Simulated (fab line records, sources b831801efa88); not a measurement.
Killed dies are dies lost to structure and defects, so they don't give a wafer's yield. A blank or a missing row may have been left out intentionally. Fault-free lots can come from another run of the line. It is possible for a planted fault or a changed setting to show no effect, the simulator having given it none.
One fault seen from 2 desks -- flow gf180mcu -- each desk has only its own numbers; what lay behind them comes last

THE TOOL OWNER'S DESK: implanter-03
The tool's own readings at GF_MVSD_IMPLANT_08, given as means over the sampled wafers that have a number, one for each lot that went through this tool. A lot is out of limits, marked OUT, if its mean lies more than 4 standard deviations from the usual mean; the brackets give that distance.
Columns: A = beam_energy_keV at GF_MVSD_IMPLANT_08, usual 400.02
lot,first seen here,A
L511,day 5 02:57,400.23
L512,day 5 07:34,399.93
L523,day 8 01:34,457.33 (+99 or more) OUT
L524,day 8 05:50,457.35 (+99 or more) OUT
This desk finds L523, L524 out of limits, L523 being first, at day 8 01:34 (beam_energy_keV at GF_MVSD_IMPLANT_08). In limits: L511, L512.

FROM THE METROLOGY DESK
What the gauges read for every lot (on any tool): the sampled wafers with a number, averaged. A lot is out of limits, marked OUT, if its mean lies more than 4 standard deviations from the usual mean; the brackets give that distance.
Columns: A = MVSD_RS at GF_VT_IMPLANT_RS_MEAS_46, usual 456.4 ohm/sq; B = PSD_OVL at GF_PSD_OVL_MEAS_08, usual -0.8 nm
lot,first seen here,A,B
L509,day 7 22:08,456.8,-1.1
L510,day 8 04:02,458.9,1.1
L511,day 8 09:21,455.8,2.0
L512,day 8 14:11,456.0,-0.3
L518,day 10 10:33,455.1,-1.5
L522,day 11 11:15,456.0,0.5
L523,day 11 19:35,444.8 (-8.9) OUT,-4.0
L524,day 11 22:20,446.4 (-7.7) OUT,-1.6
L525,day 12 08:38,458.6,-1.5
L526,day 12 14:29,456.1,-0.1
L527,day 12 19:47,455.7,-1.4
L528,day 13 02:26,458.4,0.4
This desk reports L523, L524 out of limits; the earliest was L523 at day 11 19:35 (MVSD_RS at GF_VT_IMPLANT_RS_MEAS_46). In limits: L509, L510, L511, L512, L518, L522, L525, L526, L527, L528.

BROUGHT TOGETHER
On L523, L524, at day 8 01:34, an alarm was possible from the tool owner's desk.
At day 11 19:35 the metrology desk could have sounded an alarm, on L523, L524.
Every lot named ran GF_MVSD_IMPLANT_08 on implanter-03.

WHAT THE SIMULATOR HAD PUT IN
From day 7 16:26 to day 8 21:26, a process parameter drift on implanter-03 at GF_MVSD_IMPLANT_08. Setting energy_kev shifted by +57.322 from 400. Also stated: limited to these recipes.
Shown lots that were struck: L523, L524.
Hours from the fault's start to each desk's first reading out of limits: the tool owner's desk, 9; the metrology desk, 99.
